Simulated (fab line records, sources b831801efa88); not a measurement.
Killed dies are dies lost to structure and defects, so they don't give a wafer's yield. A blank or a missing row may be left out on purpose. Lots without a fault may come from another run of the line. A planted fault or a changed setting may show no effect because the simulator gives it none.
Which tool did it? | flow sky130 | 24 lots, 72 wafers sampled, at 5 steps of a route of 708

WHAT THE GAUGES READ, wafer by wafer
SKY_VIA1_CD_MEAS_12: target cd 150 nm. Usual: cd_nm 150.4 nm, standard deviation 1.8.
lot  | measured     | on        | cd_nm (nm)        | flag
L074 | day 34 02:08 | cd_sem-01 | 149.9 150.4 149.9 |
L075 | day 34 07:18 | cd_sem-01 | 150.3 149.4 150.2 |
L076 | day 34 18:05 | cd_sem-01 | 149.4 150.2 149.8 |
L077 | day 35 19:14 | cd_sem-01 | 148.5 147.2 148.3 |
L078 | day 36 01:58 | cd_sem-01 | 151.5 152.7 152.4 |
L079 | day 36 11:40 | cd_sem-01 | 147.9 149.0 148.5 |
L081 | day 36 18:42 | cd_sem-02 | 150.5 151.0 149.0 |
L080 | day 36 20:25 | cd_sem-01 | 150.8 150.4 151.7 |
L082 | day 37 13:01 | cd_sem-01 | 150.5 151.4 151.1 |
L084 | day 37 15:46 | cd_sem-02 | 151.8 152.2 151.0 |
L083 | day 37 18:25 | cd_sem-01 | 149.7 151.2 152.4 |
L085 | day 37 22:22 | cd_sem-02 | 146.7 150.0 147.3 |
L086 | day 38 04:10 | cd_sem-01 | 150.5 151.5 151.9 |
L087 | day 39 00:02 | cd_sem-01 | 152.5 153.5 153.4 |
L088 | day 39 01:30 | cd_sem-01 | 152.4 152.1 150.5 |
L089 | day 39 06:22 | cd_sem-02 | 154.5 153.3 153.5 |
L090 | day 39 11:00 | cd_sem-02 | 151.0 151.6 151.7 |
L091 | day 39 12:36 | cd_sem-01 | 148.6 148.0 149.3 |
L092 | day 39 14:50 | cd_sem-01 | 149.7 149.8 150.6 |
L093 | day 40 04:01 | cd_sem-01 | 150.2 149.9 148.3 |
L094 | day 40 10:21 | cd_sem-02 | 155.4 153.5 150.7 |
L095 | day 40 22:08 | cd_sem-01 | 151.7 150.4 148.1 |
L096 | day 40 23:41 | cd_sem-01 | 148.3 148.6 149.1 |
L097 | day 41 00:46 | cd_sem-02 | 149.0 149.7 150.4 |

SKY_VIA1_RS_MEAS_22: measures by four-point-probe. Usual: VIA1_W_RS 0.427 ohm/sq, standard deviation 0.0051.
lot  | measured     | on            | VIA1_W_RS (ohm/sq) | flag
L074 | day 34 03:10 | film_metro-03 | 0.419 0.428 0.426  |
L075 | day 34 08:20 | film_metro-03 | 0.429 0.429 0.430  |
L076 | day 34 19:07 | film_metro-03 | 0.427 0.432 0.424  |
L077 | day 35 20:13 | film_metro-04 | 0.421 0.416 0.423  |
L078 | day 36 02:57 | film_metro-02 | 0.427 0.432 0.433  |
L079 | day 36 12:40 | film_metro-02 | 0.429 0.429 0.423  |
L081 | day 36 19:41 | film_metro-03 | 0.424 0.426 0.421  |
L080 | day 36 21:25 | film_metro-03 | 0.423 0.418 0.428  |
L082 | day 37 14:00 | film_metro-03 | 0.433 0.424 0.427  |
L084 | day 37 16:45 | film_metro-03 | 0.431 0.427 0.426  |
L083 | day 37 19:24 | film_metro-02 | 0.422 0.427 0.427  |
L085 | day 37 23:22 | film_metro-02 | 0.428 0.426 0.420  |
L086 | day 38 05:10 | film_metro-03 | 0.421 0.426 0.425  |
L087 | day 39 01:01 | film_metro-02 | 0.420 0.430 0.430  |
L088 | day 39 02:35 | film_metro-03 | 0.424 0.420 0.426  |
L089 | day 39 07:21 | film_metro-04 | 0.431 0.421 0.423  |
L090 | day 39 12:00 | film_metro-02 | 0.430 0.431 0.423  |
L091 | day 39 13:38 | film_metro-02 | 0.429 0.422 0.417  |
L092 | day 39 15:51 | film_metro-02 | 0.434 0.436 0.428  |
L093 | day 40 05:00 | film_metro-04 | 0.427 0.432 0.426  |
L094 | day 40 11:22 | film_metro-02 | 0.439 0.428 0.435  |
L095 | day 40 23:07 | film_metro-02 | 0.427 0.419 0.426  |
L096 | day 41 00:40 | film_metro-04 | 0.426 0.426 0.431  |
L097 | day 41 01:46 | film_metro-04 | 0.430 0.435 0.427  |

SKY_CAPM_OVL_MEAS_12. Usual: CAPM_OVL -0.6 nm, standard deviation 1.3.
lot  | measured     | on         | CAPM_OVL (nm)  | flag
L074 | day 37 13:15 | overlay-01 | -0.9 0.8 -1.6  |
L075 | day 37 18:03 | overlay-01 | -1.4 0.8 -2.4  |
L076 | day 38 04:46 | overlay-01 | -1.0 1.3 -1.0  |
L077 | day 39 06:01 | overlay-01 | -0.1 -0.7 0.5  |
L078 | day 39 12:37 | overlay-02 | -0.5 -1.2 -0.3 |
L079 | day 39 21:31 | overlay-01 | -2.6 -2.5 -2.4 |
L081 | day 40 03:38 | overlay-02 | 0.1 0.5 0.7    |
L080 | day 40 06:08 | overlay-01 | -1.5 -0.8 -1.9 |
L082 | day 40 20:55 | overlay-02 | 2.2 1.1 1.3    |
L084 | day 40 23:35 | overlay-01 | -2.5 -2.0 -1.9 |
L083 | day 41 01:47 | overlay-01 | 0.8 -0.8 -0.6  |
L085 | day 41 05:40 | overlay-01 | 0.5 -1.3 1.1   |
L086 | day 41 10:48 | overlay-02 | -0.3 0.6 1.5   |
L087 | day 42 04:21 | overlay-02 | -0.4 1.8 -1.1  |
L088 | day 42 07:33 | overlay-01 | -2.3 -1.6 -3.6 |
L089 | day 42 11:26 | overlay-01 | 0.5 0.6 -0.3   |
L090 | day 42 14:37 | overlay-02 | -2.1 -1.9 -2.2 |
L091 | day 42 17:15 | overlay-01 | -2.7 -2.6 -1.1 |
L092 | day 42 19:45 | overlay-02 | -1.2 -0.5 0.9  |
L093 | day 43 07:05 | overlay-02 | -0.5 -1.9 0.2  |
L094 | day 43 13:03 | overlay-02 | -0.5 0.0 -0.2  |
L095 | day 44 00:09 | overlay-02 | -0.9 -0.8 0.2  |
L096 | day 44 01:11 | overlay-01 | -0.7 -0.4 1.0  |
L097 | day 44 02:01 | overlay-02 | -0.2 3.1 0.8   |

SKY_VIA3_THK_MEAS_01. Usual: VIA3_HDPCVD_THK 1636 nm, standard deviation 12.
lot  | measured     | on            | VIA3_HDPCVD_THK (nm) | flag
L074 | day 38 17:01 | film_metro-04 | 1646 1646 1641       |
L075 | day 38 21:28 | film_metro-04 | 1655 1651 1633       |
L076 | day 39 08:25 | film_metro-04 | 1626 1610 1611       |
L077 | day 40 08:38 | film_metro-02 | 1646 1643 1634       |
L078 | day 40 14:54 | film_metro-03 | 1624 1625 1618       |
L079 | day 40 23:04 | film_metro-03 | 1621 1608 1627       |
L081 | day 41 05:38 | film_metro-03 | 1651 1646 1647       |
L080 | day 41 08:13 | film_metro-04 | 1642 1647 1636       |
L082 | day 41 23:17 | film_metro-02 | 1631 1655 1640       |
L084 | day 42 01:05 | film_metro-02 | 1646 1625 1641       |
L083 | day 42 03:23 | film_metro-04 | 1631 1636 1627       |
L085 | day 42 06:26 | film_metro-03 | 1618 1633 1621       |
L086 | day 42 12:34 | film_metro-02 | 1634 1644 1647       |
L087 | day 43 05:07 | film_metro-02 | 1632 1643 1655       |
L088 | day 43 08:45 | film_metro-02 | 1646 1649 1653       |
L089 | day 43 12:32 | film_metro-02 | 1655 1641 1651       |
L090 | day 43 15:08 | film_metro-03 | 1641 1646 1640       |
L091 | day 43 18:26 | film_metro-02 | 1639 1634 1643       |
L092 | day 43 20:31 | film_metro-04 | 1634 1641 1646       |
L093 | day 44 07:05 | film_metro-02 | 1634 1632 1644       |
L094 | day 44 13:22 | film_metro-03 | 1622 1636 1651       |
L095 | day 45 01:03 | film_metro-02 | 1635 1637 1646       |
L096 | day 45 02:23 | film_metro-03 | 1633 1627 1634       |
L097 | day 45 02:45 | film_metro-04 | 1636 1618 1625       |

WHICH TOOL RAN EACH LOT (tool, then ch and the chambers of the sampled wafers, then the start)
lot  | SKY_VIA2_ETCH_15
L074 | rie_diel-04 ch 1,2,3, day 36 09:58
L075 | rie_diel-02 ch 0,1,3, day 36 14:53
L076 | rie_diel-02 ch 0,1,2, day 37 00:56
L077 | rie_diel-04 ch 0,3, day 38 03:07
L078 | rie_diel-01 ch 1,2,3, day 38 09:37
L079 | rie_diel-02 ch 0,1, day 38 18:50
L081 | rie_diel-04 ch 1,2, day 39 01:28
L080 | rie_diel-02 ch 2,3, day 39 03:41
L082 | rie_diel-01 ch 2,3, day 39 19:16
L084 | rie_diel-04 ch 0,2,3, day 39 22:04
L083 | rie_diel-02 ch 0,3, day 39 23:52
L085 | rie_diel-02 ch 0,2,3, day 40 04:08
L086 | rie_diel-02 ch 1,2, day 40 09:10
L087 | rie_diel-01 ch 0,2, day 41 04:32
L088 | rie_diel-04 ch 0,1,2, day 41 06:16
L089 | rie_diel-04 ch 0,2, day 41 10:38
L090 | rie_diel-04 ch 0,1,2, day 41 13:32
L091 | rie_diel-04 ch 0,1, day 41 16:44
L092 | rie_diel-04 ch 0,1,3, day 41 18:26
L093 | rie_diel-04 ch 0,1,3, day 42 06:31
L094 | rie_diel-01 ch 0,3, day 42 12:34
L095 | rie_diel-01 ch 1,3, day 43 00:10
L096 | rie_diel-02 ch 0,1,3, day 43 00:52
L097 | rie_diel-04 ch 2,3, day 43 02:11
- SKY_VIA2_ETCH_15: etches SiO2 in C4F8/O2/Ar, stops on TiN, target depth 546 nm, time 84 s.

WHAT THE TOOLS THEMSELVES READ (means of the sampled wafers that have a number; where no wafer has one, the mark that the record gives instead)
SKY_VIA2_ETCH_15. Usual: oes_product_au 0.940 a.u., standard deviation 0.0045.
lot  | tool        | oes_product_au (a.u.) | flag
L074 | rie_diel-04 | 0.936                 |
L075 | rie_diel-02 | 0.939                 |
L076 | rie_diel-02 | 0.942                 |
L077 | rie_diel-04 | 0.942                 |
L078 | rie_diel-01 | 0.940                 |
L079 | rie_diel-02 | 0.938                 |
L081 | rie_diel-04 | 0.936                 |
L080 | rie_diel-02 | 0.938                 |
L082 | rie_diel-01 | 0.936                 |
L084 | rie_diel-04 | 0.941                 |
L083 | rie_diel-02 | 0.944                 |
L085 | rie_diel-02 | 0.940                 |
L086 | rie_diel-02 | 0.941                 |
L087 | rie_diel-01 | 0.939                 |
L088 | rie_diel-04 | 0.937                 |
L089 | rie_diel-04 | 0.941                 |
L090 | rie_diel-04 | 0.942                 |
L091 | rie_diel-04 | 0.941                 |
L092 | rie_diel-04 | 0.941                 |
L093 | rie_diel-04 | 0.935                 |
L094 | rie_diel-01 | 0.940                 |
L095 | rie_diel-01 | 0.933                 |
L096 | rie_diel-02 | 0.941                 |
L097 | rie_diel-04 | 0.940                 |

THE ANSWER, worked out from the rows above alone
Rule: a lot is off if the mean of its wafers that have a number lies more than 3 standard deviations from the usual mean. A lot without any number at a reading at which 4 lots or more have one is off too. The other lots that the step has rows for count as sound. The gauges are gone through in route order, then the tools' own readings, and for those a lot's mean is taken as printed above. The first step at which some lot is off is used, and at that step the reading that is off furthest; a lot without a number counts as furthest.
No lot is off at any reading shown: from this, nothing can be told.

WHAT THE SIMULATOR HAD PUT IN
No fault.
